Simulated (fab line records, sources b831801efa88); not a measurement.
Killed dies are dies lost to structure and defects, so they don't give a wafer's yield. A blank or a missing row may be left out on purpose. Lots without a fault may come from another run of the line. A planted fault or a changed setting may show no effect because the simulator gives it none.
fab line records | flow gf180mcu
record lots=5 wafers=15 last_day=34
route steps=602 shown NSD@245 PSD@248 SAB@264 SALICIDE@278
lots that met no fault: from a run of the same line without faults
start_h: hours from the record's first day to the start of the lot's first wafer shown | wait_h: hours since the lot's step before | " the same as in the row above | L1.1+2: a row that stands for several wafers | - no value, or no start given | * or withheld: withheld | < > ~ a bound
route shown NAME@n: a module of which the file shows steps, and the number in the route of the first | usual: mean/standard deviation of fault-free wafers | same: alike in all rows | chamber/n: place in a boat | sites: the reading at each site | _std_site: their standard deviation | _edge_site: outer sites' mean less inner sites' | radius_mm: how far each site lies from the wafer's centre | mask NAME#n: copy n | behind: the tool/chamber that last shaped the wafer | hold: why the lot was held/for how many hours/how that ended | device: the transistor (n, p or np) that didn't switch | end of line: the same wafers' tests at the end of the route | a step without rows: its recipe alone | killed: dies lost to structure and defects at the first sort, not the wafer's yield | map: a wafer's dies, x killed, . not, _ none there
set.NAME: the setting as run; set.NAME@STEP: as run at that earlier step | model.NAME: the simulator's own value behind a step, which no gauge read
lots at some steps of the route; a table a step, a row a wafer
services: from which hour (start_h, from the record's first day; less than 0 if before it) a tool's chamber was out of use, for how many hours, and why
## steps
# step GF_NSD_IMPLANT_10
# recipe species=P energy_kev=40 dose_cm2=5e+14 tilt_deg=7
# usual end_station_pressure_torr=7.2e-06/3.9e-07
# columns lot.wafer tool chamber start_h wait_h end_station_pressure_torr
L075.2 implanter-04 0 312.50 0.1 7.1e-06
L075.3 " 0 " " 7.6e-06
L075.6 " 0 " " 7.8e-06
L078.1 implanter-04 0 326.08 0.1 7.5e-06
L078.2 " 0 " " 7.4e-06
L078.3 " 0 " " 6.7e-06
L083.3 implanter-04 0 380.42 0.1 6.6e-06
L083.4 " 0 " " 7.2e-06
L083.6 " 0 " " 7.4e-06
L094.2 implanter-02 0 463.39 0.1 7.4e-06
L094.5 " 0 " " 6.4e-06
L094.6 " 0 " " 7.4e-06
L095.1 implanter-02 0 470.27 0.1 6.9e-06
L095.3 " 0 " " 7.6e-06
L095.6 " 0 " " 7.2e-06
# step GF_NSD_STRIP_11
# recipe chemistry=O2/N2 power_w=1400 pressure_mtorr=1500 platen_temp_c=250 o2_flow_sccm=3000 n2_flow_sccm=300 overash_fraction=0.5
# usual drypump_motor_current_A=5.7/0.52 heater_power_w=349/20 oes_product_au=0.486/0.0042 strip_time_to_endpoint_s=22.97/0.033
# columns lot.wafer tool chamber start_h wait_h drypump_motor_current_A heater_power_w oes_product_au rf_hours_counter_h strip_time_to_endpoint_s
L075.2 plasma_asher-02 1 312.62 0.1 4.9 369 0.493 20 22.97
L075.3 " 0 " " 6.0 351 0.493 - 23.02
L075.6 " 1 " " 4.9 377 0.485 - 22.99
L078.1 plasma_asher-04 1 326.23 0.1 6.2 313 0.486 68 22.96
L078.2 " 0 " " 5.4 354 0.483 68 22.94
L078.3 " 0 " " 5.4 356 0.486 - 22.99
L083.3 plasma_asher-04 1 380.55 0.1 6.2 322 0.488 - 22.97
L083.4 " 0 " " 5.3 364 0.484 - 22.97
L083.6 " 1 " " 6.2 321 0.485 - 22.98
L094.2 plasma_asher-02 0 463.51 0.1 6.0 354 0.484 35 22.94
L094.5 " 0 " " 6.0 355 0.492 - 22.99
L094.6 " 1 " " 4.9 373 0.484 - 22.95
L095.1 plasma_asher-04 0 470.42 0.1 5.4 352 0.486 84 22.97
L095.3 " 1 " " 6.2 320 0.492 - 22.94
L095.6 " 0 " " 5.3 347 0.488 - 22.99
# step GF_NSD_TW_MEAS_12
# usual NSD_TW=4266/40
# columns lot.wafer tool chamber start_h wait_h NSD_TW
L075.2 film_metro-01 - 312.73 0.1 4297
L075.3 " - " " 4325
L075.6 " - " " 4310
L078.1 film_metro-02 - 326.33 0.1 4212
L078.2 " - " " 4205
L078.3 " - " " 4218
L083.3 film_metro-01 - 380.64 0.1 4296
L083.4 " - " " 4340
L083.6 " - " " 4319
L094.2 film_metro-02 - 463.62 0.1 4239
L094.5 " - " " 4248
L094.6 " - " " 4258
L095.1 film_metro-02 - 470.52 0.1 4224
L095.3 " - " " 4236
L095.6 " - " " 4227
# step GF_PSD_DEHYDRATE_00
# recipe temp_c=200 time_s=60
# usual plate_temp_C=200.01/0.16
# columns lot.wafer tool chamber start_h wait_h plate_temp_C
L075.2 litho_track-01 0 322.33 9.6 200.06
L075.3 " 0 " " 200.18
L075.6 " 0 " " 200.16
L078.1 litho_track-01 0 336.11 9.8 200.29
L078.2 " 0 " " 199.98
L078.3 " 0 " " 200.14
L083.3 litho_track-01 0 391.21 10.6 199.96
L083.4 " 0 " " 200.05
L083.6 " 0 " " 199.77
L094.2 litho_track-04 0 474.86 11.2 199.82
L094.5 " 0 " " 199.93
L094.6 " 0 " " 199.97
L095.1 litho_track-02 0 481.86 11.3 199.93
L095.3 " 0 " " 200.06
L095.6 " 0 " " 200.09
# step GF_PSD_HMDS_01
# recipe prime_time_s=60 prime_temp_c=120
# columns lot.wafer tool chamber start_h wait_h
L075.2+3+6 litho_track-01 0 322.48 0.1
L078.1+2+3 litho_track-01 0 336.26 0.1
L083.3+4+6 litho_track-01 0 391.36 0.1
L094.2+5+6 litho_track-04 0 475.01 0.1
L095.1+3+6 litho_track-02 0 482.01 0.1
# step GF_PSD_COAT_02
# recipe resist=NOVOLAK spin_rpm=3000 resist_thk_nm=1000
# columns lot.wafer tool chamber start_h wait_h
L075.2+3+6 litho_track-01 0 322.63 0.1
L078.1+2+3 litho_track-01 0 336.41 0.1
L083.3+4+6 litho_track-01 0 391.51 0.1
L094.2+5+6 litho_track-04 0 475.16 0.1
L095.1+3+6 litho_track-02 0 482.16 0.1
# step GF_PSD_SOFTBAKE_03
# recipe temp_c=90 time_s=60 resist=NOVOLAK
# usual plate_temp_C=90.00/0.12
# columns lot.wafer tool chamber start_h wait_h plate_temp_C
L075.2 litho_track-01 0 322.78 0.1 89.86
L075.3 " 0 " " 89.76
L075.6 " 0 " " 89.81
L078.1 litho_track-01 0 336.56 0.1 90.06
L078.2 " 0 " " 89.84
L078.3 " 0 " " 90.03
L083.3 litho_track-01 0 391.66 0.1 90.06
L083.4 " 0 " " 89.91
L083.6 " 0 " " 90.03
L094.2 litho_track-04 0 475.31 0.1 89.97
L094.5 " 0 " " 90.04
L094.6 " 0 " " 90.18
L095.1 litho_track-02 0 482.31 0.1 89.93
L095.3 " 0 " " 90.09
L095.6 " 0 " " 89.83
# step GF_PSD_EXPOSE_04
# recipe mask_id=Pplus target_cd_nm=400 na=0.6 source_shape=conventional sigma_outer=0.6 dose_mj=140
# columns lot.wafer tool chamber start_h wait_h mask
L075.2+3+6 iline_stepper-02 0 - - Pplus#0
L078.1+2+3 iline_stepper-01 0 - - Pplus#0
L083.3+4+6 iline_stepper-01 0 - - Pplus#0
L094.2+5+6 iline_stepper-02 0 - - Pplus#0
L095.1+3+6 iline_stepper-02 0 - - Pplus#0
# step GF_PSD_PEB_05
# recipe temp_c=withheld time_s=* resist=NOVOLAK
# columns lot.wafer tool chamber start_h wait_h
L075.2+3+6 litho_track-01 0 - -
L078.1+2+3 litho_track-04 0 - -
L083.3+4+6 litho_track-04 0 - -
L094.2+5+6 litho_track-04 0 - -
L095.1+3+6 litho_track-04 0 - -
# step GF_PSD_DEVELOP_06
# recipe develop_time_s=60 dev_temp_c=23
# columns lot.wafer tool chamber start_h wait_h
L075.2+3+6 litho_track-01 0 333.03 0.1
L078.1+2+3 litho_track-04 0 347.19 0.1
L083.3+4+6 litho_track-04 0 403.04 0.1
L094.2+5+6 litho_track-04 0 486.56 0.1
L095.1+3+6 litho_track-04 0 493.43 0.1
# step GF_PSD_CD_MEAS_07
# recipe target_cd_nm=400
# usual cd_nm=399.5/2
# columns lot.wafer tool chamber start_h wait_h cd_nm
L075.2 cd_sem-01 - 333.18 0.1 395.8
L075.3 " - " " 397.8
L075.6 " - " " 397.6
L078.1 cd_sem-02 - 347.34 0.1 400.2
L078.2 " - " " 398.4
L078.3 " - " " 399.6
L083.3 cd_sem-02 - 403.18 0.1 398.1
L083.4 " - " " 399.3
L083.6 " - " " 398.3
L094.2 cd_sem-02 - 486.70 0.1 397.6
L094.5 " - " " 398.9
L094.6 " - " " 396.4
L095.1 cd_sem-01 - 493.58 0.1 401.0
L095.3 " - " " 400.9
L095.6 " - " " 400.4
# step GF_PSD_OVL_MEAS_08
# usual PSD_OVL=-0.8/1.5
# columns lot.wafer tool chamber start_h wait_h PSD_OVL[nm]
L075.2 overlay-01 - 333.29 0.1 -2.3
L075.3 " - " " -0.4
L075.6 " - " " -2.1
L078.1 overlay-01 - 347.46 0.1 -0.6
L078.2 " - " " -2.1
L078.3 " - " " -0.5
L083.3 overlay-01 - 403.27 0.1 -0.1
L083.4 " - " " 1.9
L083.6 " - " " -0.1
L094.2 overlay-01 - 486.81 0.1 -1.6
L094.5 " - " " -3.5
L094.6 " - " " -1.8
L095.1 overlay-01 - 493.70 0.1 -3.0
L095.3 " - " " -1.1
L095.6 " - " " -2.9
# step GF_PSD_IMPLANT_09
# recipe species=BF2 energy_kev=40 dose_cm2=1.5e+15 tilt_deg=7
# usual end_station_pressure_torr=1.17e-05/5.4e-07
# columns lot.wafer tool chamber start_h wait_h end_station_pressure_torr
L075.2 implanter-04 0 333.34 0.0 1.18e-05
L075.3 " 0 " " 1.23e-05
L075.6 " 0 " " 1.3e-05
L078.1 implanter-04 0 347.49 0.0 1.24e-05
L078.2 " 0 " " 1.12e-05
L078.3 " 0 " " 1.25e-05
L083.3 implanter-02 0 403.34 0.1 1.15e-05
L083.4 " 0 " " 1.25e-05
L083.6 " 0 " " 1.16e-05
L094.2 implanter-03 0 486.87 0.0 1.23e-05
L094.5 " 0 " " 1.13e-05
L094.6 " 0 " " 1.17e-05
L095.1 implanter-03 0 493.74 0.0 1.14e-05
L095.3 " 0 " " 1.29e-05
L095.6 " 0 " " 1.17e-05
# step GF_PSD_STRIP_10
# recipe chemistry=O2/N2 power_w=1400 pressure_mtorr=1500 platen_temp_c=250 o2_flow_sccm=3000 n2_flow_sccm=300 overash_fraction=0.5
# usual drypump_motor_current_A=5.6/0.36 heater_power_w=351/29 oes_product_au=0.593/0.0041 strip_time_to_endpoint_s=16.53/0.044
# columns lot.wafer tool chamber start_h wait_h drypump_motor_current_A heater_power_w oes_product_au rf_hours_counter_h strip_time_to_endpoint_s
L075.2 plasma_asher-01 1 333.47 0.1 5.6 313 0.592 54 16.57
L075.3 " 0 " " 5.8 379 0.590 - 16.50
L075.6 " 0 " " 5.7 384 0.593 - 16.54
L078.1 plasma_asher-01 0 347.64 0.1 5.7 379 0.591 56 16.50
L078.2 " 1 " " 5.6 305 0.590 56 16.57
L078.3 " 1 " " 5.6 322 0.594 - 16.50
L083.3 plasma_asher-02 0 403.48 0.1 6.0 357 0.589 - 16.54
L083.4 " 1 " " 4.9 368 0.587 - 16.55
L083.6 " 1 " " 4.9 374 0.593 - 16.52
L094.2 plasma_asher-02 0 486.99 0.1 6.0 348 0.597 38 16.58
L094.5 " 1 " " 4.9 374 0.594 - 16.57
L094.6 " 0 " " 6.0 361 0.601 - 16.54
L095.1 plasma_asher-01 0 493.89 0.1 5.8 384 0.593 71 16.49
L095.3 " 0 " " 5.8 375 0.586 - 16.53
L095.6 " 0 " " 5.8 375 0.597 - 16.50
# step GF_PSD_TW_MEAS_11
# usual PSD_TW=3194/28
# columns lot.wafer tool chamber start_h wait_h PSD_TW
L075.2 film_metro-01 - 333.58 0.1 3221
L075.3 " - " " 3236
L075.6 " - " " 3222
L078.1 film_metro-01 - 347.74 0.1 3227
L078.2 " - " " 3237
L078.3 " - " " 3232
L083.3 film_metro-01 - 403.56 0.1 3245
L083.4 " - " " 3236
L083.6 " - " " 3229
L094.2 film_metro-01 - 487.10 0.1 3220
L094.5 " - " " 3191
L094.6 " - " " 3189
L095.1 film_metro-01 - 493.99 0.1 3206
L095.3 " - " " 3210
L095.6 " - " " 3217
# step GF_PSD_CLEAN_12
# recipe chemistry=SC1/SC2 mix=1:4:20 temp_c=70 time_s=150 dry=n2_spin
# usual bath_guard_temp_C=70.1/0.55
# columns lot.wafer tool chamber start_h wait_h bath_guard_temp_C
L075.2 wet_bench-02 1 333.63 0.0 70.3
L075.3 " 1 " " 70.4
L075.6 " 1 " " 70.5
L078.1 wet_bench-02 3 347.80 0.1 70.3
L078.2 " 3 " " 70.2
L078.3 " 3 " " 70.2
L083.3 wet_bench-02 1 403.60 0.0 70.8
L083.4 " 1 " " 70.6
L083.6 " 1 " " 70.3
L094.2 wet_bench-03 2 487.15 0.0 70.3
L094.5 " 2 " " 70.2
L094.6 " 2 " " 69.8
L095.1 wet_bench-01 3 494.05 0.1 69.7
L095.3 " 3 " " 69.1
L095.6 " 3 " " 69.4
# step GF_PSD_RTA_13
# recipe temp_c=1025 time_s=20 ambient=N2
# usual lamp_power_pct=37/3.5 wafer_temp_C_max=1028.8/0.92
# columns lot.wafer tool chamber start_h wait_h lamp_power_pct wafer_temp_C_max
L075.2 rtp_anneal-02 0 333.69 0.0 40 1027.4
L075.3 " 0 " " 40 1028.9
L075.6 " 0 " " 40 1028.2
L078.1 rtp_anneal-02 0 347.85 0.0 40 1028.7
L078.2 " 0 " " 40 1028.1
L078.3 " 0 " " 40 1028.8
L083.3 rtp_anneal-01 0 403.68 0.0 33 1029.9
L083.4 " 0 " " 33 1028.6
L083.6 " 0 " " 33 1030.1
L094.2 rtp_anneal-02 0 487.21 0.0 40 1028.2
L094.5 " 0 " " 40 1027.5
L094.6 " 0 " " 40 1028.3
L095.1 rtp_anneal-02 0 494.10 0.0 40 1028.9
L095.3 " 0 " " 40 1028.1
L095.6 " 0 " " 40 1028.3
# step GF_PSD_RS_MEAS_14
# recipe thk_meas_gauge=four-point-probe
# usual NSD_RS=46.12/0.073
# columns lot.wafer tool chamber start_h wait_h NSD_RS[ohm/sq]
L075.2 film_metro-03 - 333.78 0.1 46.18
L075.3 " - " " 46.11
L075.6 " - " " 46.04
L078.1 film_metro-01 - 347.94 0.1 46.07
L078.2 " - " " 46.13
L078.3 " - " " 46.12
L083.3 film_metro-01 - 403.78 0.1 46.09
L083.4 " - " " 46.17
L083.6 " - " " 46.06
L094.2 film_metro-02 - 487.30 0.1 46.17
L094.5 " - " " 46.04
L094.6 " - " " 46.14
L095.1 film_metro-02 - 494.18 0.1 46.16
L095.3 " - " " 46.09
L095.6 " - " " 46.19
# step GF_PSD_RS_MEAS_15
# recipe thk_meas_gauge=four-point-probe
# usual PSD_RS=108.58/0.26
# columns lot.wafer tool chamber start_h wait_h PSD_RS[ohm/sq]
L075.2 film_metro-03 - 333.90 0.1 108.60
L075.3 " - " " 108.77
L075.6 " - " " 108.49
L078.1 film_metro-01 - 348.06 0.1 108.54
L078.2 " - " " 108.48
L078.3 " - " " 108.38
L083.3 film_metro-01 - 403.90 0.1 108.04
L083.4 " - " " 108.50
L083.6 " - " " 108.64
L094.2 film_metro-02 - 487.42 0.1 108.83
L094.5 " - " " 108.56
L094.6 " - " " 108.59
L095.1 film_metro-02 - 494.30 0.1 108.51
L095.3 " - " " 108.85
L095.6 " - " " 108.62
# step GF_SAB_CVD_00
# recipe material=SiO2 target_thk_nm=50 precursor=TEOS temp_c=400 time_s=4.9302 rf_w=600
# usual heater_power_w=659/110
# columns lot.wafer tool chamber start_h wait_h heater_power_w
L075.2 pecvd-01 1 334.00 0.1 642
L075.3 " 0 " " 528
L075.6 " 2 " " 535
L078.1 pecvd-02 2 348.18 0.1 797
L078.2 " 1 " " 625
L078.3 " 0 " " 637
L083.3 pecvd-04 2 403.98 0.1 797
L083.4 " 2 " " 757
L083.6 " 1 " " 612
L094.2 pecvd-02 1 487.52 0.1 617
L094.5 " 1 " " 614
L094.6 " 2 " " 904
L095.1 pecvd-02 2 494.42 0.1 831
L095.3 " 2 " " 858
L095.6 " 1 " " 607
# step GF_SAB_THK_MEAS_01
# recipe reads=SiO2_of_SAB_CVD_00
# usual SAB_CVD_00_THK=49.7/0.71
# columns lot.wafer tool chamber start_h wait_h SAB_CVD_00_THK[nm]
L075.2 film_metro-03 - 334.03 0.0 49.9
L075.3 " - " " 49.1
L075.6 " - " " 50.2
L078.1 film_metro-03 - 348.20 0.0 48.3
L078.2 " - " " 49.0
L078.3 " - " " 49.1
L083.3 film_metro-03 - 404.02 0.0 49.4
L083.4 " - " " 50.8
L083.6 " - " " 49.8
L094.2 film_metro-01 - 487.56 0.0 49.4
L094.5 " - " " 50.8
L094.6 " - " " 49.2
L095.1 film_metro-01 - 494.45 0.0 48.9
L095.3 " - " " 49.7
L095.6 " - " " 49.8
# step GF_SAB_DEHYDRATE_02
# recipe temp_c=200 time_s=60
# usual plate_temp_C=199.97/0.15
# columns lot.wafer tool chamber start_h wait_h plate_temp_C
L075.2 litho_track-03 0 343.50 9.5 199.77
L075.3 " 0 " " 199.84
L075.6 " 0 " " 199.70
L078.1 litho_track-03 0 358.72 10.5 199.83
L078.2 " 0 " " 200.04
L078.3 " 0 " " 200.00
L083.3 litho_track-03 0 414.57 10.5 199.91
L083.4 " 0 " " 199.97
L083.6 " 0 " " 199.94
L094.2 litho_track-04 0 498.96 11.4 199.89
L094.5 " 0 " " 199.73
L094.6 " 0 " " 199.85
L095.1 litho_track-03 0 505.92 11.5 199.79
L095.3 " 0 " " 199.55
L095.6 " 0 " " 199.72
# step GF_SAB_HMDS_03
# recipe prime_time_s=60 prime_temp_c=120
# columns lot.wafer tool chamber start_h wait_h
L075.2+3+6 litho_track-03 0 343.65 0.1
L078.1+2+3 litho_track-03 0 358.87 0.1
L083.3+4+6 litho_track-03 0 414.72 0.1
L094.2+5+6 litho_track-04 0 499.11 0.1
L095.1+3+6 litho_track-03 0 506.07 0.1
# step GF_SAB_COAT_04
# recipe resist=NOVOLAK spin_rpm=3000 resist_thk_nm=1000
# columns lot.wafer tool chamber start_h wait_h
L075.2+3+6 litho_track-03 0 343.80 0.1
L078.1+2+3 litho_track-03 0 359.02 0.1
L083.3+4+6 litho_track-03 0 414.87 0.1
L094.2+5+6 litho_track-04 0 499.26 0.1
L095.1+3+6 litho_track-03 0 506.22 0.1
# step GF_SAB_SOFTBAKE_05
# recipe temp_c=90 time_s=60 resist=NOVOLAK
# usual plate_temp_C=90.01/0.12
# columns lot.wafer tool chamber start_h wait_h plate_temp_C
L075.2 litho_track-03 0 343.95 0.1 89.80
L075.3 " 0 " " 89.75
L075.6 " 0 " " 89.96
L078.1 litho_track-03 0 359.17 0.1 90.14
L078.2 " 0 " " 90.00
L078.3 " 0 " " 89.90
L083.3 litho_track-03 0 415.02 0.1 90.16
L083.4 " 0 " " 90.18
L083.6 " 0 " " 90.06
L094.2 litho_track-04 0 499.41 0.1 90.09
L094.5 " 0 " " 89.94
L094.6 " 0 " " 89.95
L095.1 litho_track-03 0 506.37 0.1 90.00
L095.3 " 0 " " 90.00
L095.6 " 0 " " 90.15
# step GF_SAB_EXPOSE_06
# recipe mask_id=SAB target_cd_nm=420 na=0.6 source_shape=conventional sigma_outer=0.6 dose_mj=140
# columns lot.wafer tool chamber start_h wait_h mask
L075.2+3+6 iline_stepper-01 0 - - SAB#0
L078.1+2+3 iline_stepper-02 0 - - SAB#0
L083.3+4+6 iline_stepper-01 0 - - SAB#0
L094.2+5+6 iline_stepper-01 0 - - SAB#0
L095.1+3+6 iline_stepper-02 0 - - SAB#0
# step GF_SAB_PEB_07
# recipe temp_c=withheld time_s=* resist=NOVOLAK
# columns lot.wafer tool chamber start_h wait_h
L075.2+3+6 litho_track-04 0 - -
L078.1+2+3 litho_track-04 0 - -
L083.3+4+6 litho_track-01 0 - -
L094.2+5+6 litho_track-04 0 - -
L095.1+3+6 litho_track-04 0 - -
# step GF_SAB_DEVELOP_08
# recipe develop_time_s=60 dev_temp_c=23
# columns lot.wafer tool chamber start_h wait_h
L075.2+3+6 litho_track-04 0 354.61 0.1
L078.1+2+3 litho_track-04 0 369.74 0.1
L083.3+4+6 litho_track-01 0 426.56 0.1
L094.2+5+6 litho_track-04 0 511.26 0.1
L095.1+3+6 litho_track-04 0 517.53 0.1
# step GF_SAB_CD_MEAS_09
# recipe target_cd_nm=420
# usual cd_nm=421.1/1.9
# columns lot.wafer tool chamber start_h wait_h cd_nm
L075.2 cd_sem-02 - 354.76 0.1 417.0
L075.3 " - " " 417.3
L075.6 " - " " 417.9
L078.1 cd_sem-01 - 369.89 0.1 422.7
L078.2 " - " " 422.5
L078.3 " - " " 420.8
L083.3 cd_sem-02 - 426.70 0.1 420.0
L083.4 " - " " 418.4
L083.6 " - " " 419.3
L094.2 cd_sem-01 - 511.40 0.1 419.9
L094.5 " - " " 422.1
L094.6 " - " " 420.8
L095.1 cd_sem-02 - 517.68 0.1 421.5
L095.3 " - " " 423.8
L095.6 " - " " 421.8
# step GF_SAB_OVL_MEAS_10
# usual SAB_OVL=-0.8/1.3
# columns lot.wafer tool chamber start_h wait_h SAB_OVL[nm]
L075.2 overlay-01 - 354.86 0.1 -1.2
L075.3 " - " " -0.8
L075.6 " - " " -1.4
L078.1 overlay-01 - 370.01 0.1 -0.5
L078.2 " - " " 2.2
L078.3 " - " " 1.2
L083.3 overlay-01 - 426.79 0.1 1.8
L083.4 " - " " -0.1
L083.6 " - " " -1.1
L094.2 overlay-01 - 511.51 0.1 1.2
L094.5 " - " " 0.9
L094.6 " - " " -0.6
L095.1 overlay-02 - 517.80 0.1 -2.7
L095.3 " - " " -2.8
L095.6 " - " " -0.6
# step GF_SAB_ETCH_11
# recipe chemistry=C4F8/O2/Ar mask_material=NOVOLAK target=SiO2 target_depth_nm=55 source_w=1500 bias_w=1200 pressure_mtorr=40 c4f8_flow_sccm=withheld O2_flow_sccm=6 Ar_flow_sccm=300 time_s=8.5
# usual oes_product_au=1.003/0.017
# columns lot.wafer tool chamber start_h wait_h oes_product_au rf_hours_counter_h
L075.2 rie_diel-02 2 354.89 0.0 1.021 22
L075.3 " 3 " " 0.998 81
L075.6 " 3 " " 1.006 -
L078.1 rie_diel-03 0 370.04 0.0 1.012 33
L078.2 " 1 " " 1.003 4
L078.3 " 3 " " 1.023 51
L083.3 rie_diel-04 3 426.81 0.0 1.022 34
L083.4 " 0 " " 1.000 8
L083.6 " 3 " " 1.004 -
L094.2 rie_diel-03 2 511.54 0.0 1.001 14
L094.5 " 2 " " 0.993 -
L094.6 " 1 " " 1.004 -
L095.1 rie_diel-04 3 517.84 0.0 1.010 37
L095.3 " 0 " " 0.996 10
L095.6 " 1 " " 1.004 -
# step GF_SAB_WET_ETCH_12
# recipe chemistry=dHF target_depth_nm=22 dry=n2_spin target=SiO2 temp_c=25 dilution=100:1 time_s=440
# columns lot.wafer tool chamber start_h wait_h
L075.2+3+6 wet_bench-03 3 354.91 0.0
L078.1+2+3 wet_bench-04 2 370.06 0.0
L083.3+4+6 wet_bench-03 2 426.84 0.0
L094.2+5+6 wet_bench-01 1 511.56 0.0
L095.1+3+6 wet_bench-03 3 517.86 0.0
# step GF_SAB_STRIP_13
# recipe chemistry=O2/N2 power_w=1400 pressure_mtorr=1500 platen_temp_c=250 o2_flow_sccm=3000 n2_flow_sccm=300 overash_fraction=0.5
# usual drypump_motor_current_A=5.7/0.42 heater_power_w=356/26 oes_product_au=0.710/0.0048 strip_time_to_endpoint_s=12.61/0.039
# columns lot.wafer tool chamber start_h wait_h drypump_motor_current_A heater_power_w oes_product_au rf_hours_counter_h strip_time_to_endpoint_s
L075.2 plasma_asher-01 1 355.04 0.0 5.6 314 0.713 56 12.61
L075.3 " 1 " " 5.6 309 0.710 - 12.63
L075.6 " 1 " " 5.6 308 0.712 - 12.61
L078.1 plasma_asher-03 0 370.19 0.0 6.4 357 0.709 76 12.69
L078.2 " 1 " " 5.8 349 0.709 76 12.65
L078.3 " 0 " " 6.4 359 0.709 - 12.61
L083.3 plasma_asher-02 1 427.00 0.0 4.9 378 0.712 - 12.62
L083.4 " 0 " " 6.1 358 0.710 - 12.65
L083.6 " 1 " " 4.9 367 0.712 - 12.67
L094.2 plasma_asher-01 1 511.69 0.0 5.6 314 0.713 73 12.60
L094.5 " 0 " " 5.8 380 0.711 - 12.61
L094.6 " 1 " " 5.6 314 0.704 - 12.61
L095.1 plasma_asher-03 1 517.99 0.0 5.8 359 0.711 9 12.60
L095.3 " 0 " " 6.4 373 0.704 - 12.62
L095.6 " 1 " " 5.8 359 0.715 - 12.60
# step GF_SALICIDE_CLEAN_00
# recipe chemistry=SC1/SC2 mix=1:4:20 temp_c=70 time_s=150
# usual bath_guard_temp_C=70.2/0.45
# columns lot.wafer tool chamber start_h wait_h bath_guard_temp_C
L075.2 wet_bench-02 2 355.14 0.1 69.8
L075.3 " 2 " " 69.5
L075.6 " 2 " " 69.3
L078.1 wet_bench-02 1 370.29 0.1 70.5
L078.2 " 1 " " 70.3
L078.3 " 1 " " 70.2
L083.3 wet_bench-04 3 427.07 0.0 70.6
L083.4 " 3 " " 70.0
L083.6 " 3 " " 70.7
L094.2 wet_bench-02 0 511.79 0.1 70.2
L094.5 " 0 " " 69.9
L094.6 " 0 " " 70.0
L095.1 wet_bench-04 0 518.09 0.1 70.7
L095.3 " 0 " " 71.1
L095.6 " 0 " " 70.6
# step GF_SALICIDE_WET_ETCH_01
# recipe chemistry=dHF target_depth_nm=5 dry=ipa_marangoni target=SiO2 temp_c=25 dilution=100:1 time_s=100
# columns lot.wafer tool chamber start_h wait_h
L075.2+3+6 wet_bench-04 1 355.20 0.0
L078.1+2+3 wet_bench-02 0 370.34 0.0
L083.3+4+6 wet_bench-03 1 427.12 0.0
L094.2+5+6 wet_bench-03 3 511.84 0.0
L095.1+3+6 wet_bench-03 2 518.14 0.0
# step GF_SALICIDE_SPUTTER_02
# recipe material=Co target_thk_nm=10 power_w=1000 time_s=20 chamber_pressure_pa=0.4
# usual throttle_valve_pct=29.5/1.4
# columns lot.wafer tool chamber start_h wait_h throttle_valve_pct
L075.2 pvd_sputter-04 - 355.24 0.0 30.7
L075.3 " - " " 27.3
L075.6 " - " " 30.4
L078.1 pvd_sputter-04 - 370.38 0.0 29.2
L078.2 " - " " 30.7
L078.3 " - " " 29.0
L083.3 pvd_sputter-02 - 427.15 0.0 31.8
L083.4 " - " " 27.9
L083.6 " - " " 31.1
L094.2 pvd_sputter-04 - 511.88 0.0 29.2
L094.5 " - " " 29.1
L094.6 " - " " 27.6
L095.1 pvd_sputter-01 - 518.18 0.0 29.4
L095.3 " - " " 30.5
L095.6 " - " " 29.6
# step GF_SALICIDE_SPUTTER_03
# recipe material=TiN target_thk_nm=20 power_w=6500 time_s=16.7 chamber_pressure_pa=0.4
# usual throttle_valve_pct=29.6/1.4
# columns lot.wafer tool chamber start_h wait_h throttle_valve_pct
L075.2 pvd_sputter-04 - 355.26 0.0 31.2
L075.3 " - " " 27.5
L075.6 " - " " 30.7
L078.1 pvd_sputter-04 - 370.41 0.0 29.3
L078.2 " - " " 30.8
L078.3 " - " " 29.5
L083.3 pvd_sputter-02 - 427.18 0.0 32.1
L083.4 " - " " 28.1
L083.6 " - " " 31.5
L094.2 pvd_sputter-04 - 511.91 0.0 29.3
L094.5 " - " " 29.1
L094.6 " - " " 27.3
L095.1 pvd_sputter-01 - 518.21 0.0 29.5
L095.3 " - " " 30.8
L095.6 " - " " 29.5
# step GF_SALICIDE_RS_MEAS_04
# recipe thk_meas_gauge=four-point-probe reads=TiN_of_SALICIDE_SPUTTER_03+Co_of_SALICIDE_SPUTTER_02
# usual SALICIDE_TIN_RS=16.4/0.37
# columns lot.wafer tool chamber start_h wait_h SALICIDE_TIN_RS[ohm/sq]
L075.2 film_metro-04 - 355.31 0.0 16.3
L075.3 " - " " 16.2
L075.6 " - " " 16.2
L078.1 film_metro-02 - 370.43 0.0 16.1
L078.2 " - " " 16.3
L078.3 " - " " 16.9
L083.3 film_metro-03 - 427.25 0.1 16.7
L083.4 " - " " 16.6
L083.6 " - " " 16.6
L094.2 film_metro-04 - 511.95 0.0 16.4
L094.5 " - " " 16.3
L094.6 " - " " 15.6
L095.1 film_metro-02 - 518.23 0.0 15.9
L095.3 " - " " 16.7
L095.6 " - " " 16.4
# step GF_SALICIDE_THK_MEAS_05
# recipe thk_meas_gauge=xrf reads=TiN_of_SALICIDE_SPUTTER_03
# usual SALICIDE_TIN_THK=19.9/0.34
# columns lot.wafer tool chamber start_h wait_h SALICIDE_TIN_THK[nm]
L075.2 film_metro-04 - 355.42 0.1 19.9
L075.3 " - " " 20.1
L075.6 " - " " 19.8
L078.1 film_metro-02 - 370.55 0.1 19.4
L078.2 " - " " 19.8
L078.3 " - " " 19.4
L083.3 film_metro-03 - 427.35 0.1 19.5
L083.4 " - " " 19.2
L083.6 " - " " 19.5
L094.2 film_metro-04 - 512.06 0.1 20.1
L094.5 " - " " 19.7
L094.6 " - " " 20.5
L095.1 film_metro-02 - 518.35 0.1 20.1
L095.3 " - " " 19.8
L095.6 " - " " 20.2
## services
# columns tool chamber start_h hours kind
pvd_sputter-01 - 303.98 1.8 repair
rie_diel-03 3 314.56 5.3 repair
plasma_asher-04 - 314.64 1.0 repair
pecvd-02 1 323.90 20.1 repair
iline_stepper-02 - 331.67 3.9 repair
plasma_asher-02 - 335.16 2.8 pm
implanter-02 - 343.34 1.6 repair
iline_stepper-02 - 343.48 1.7 pm
pecvd-02 1 366.31 1.8 repair
pvd_sputter-04 - 367.73 2.4 repair
pecvd-02 - 368.88 14.0 pm
pecvd-02 0 376.98 7.9 repair
iline_stepper-01 - 395.99 0.8 pm
pecvd-02 - 402.55 14.6 pm
implanter-04 - 419.49 4.7 pm
iline_stepper-02 - 445.54 9.2 repair
implanter-02 - 465.24 3.1 repair
implanter-04 - 466.43 5.3 pm
pecvd-02 0 466.47 21.2 repair
iline_stepper-01 - 466.75 1.7 pm
iline_stepper-01 - 483.16 2.0 repair
pecvd-02 0 494.08 8.3 repair
plasma_asher-02 - 499.16 1.6 repair
implanter-02 - 504.12 4.4 pm
## key
fault none
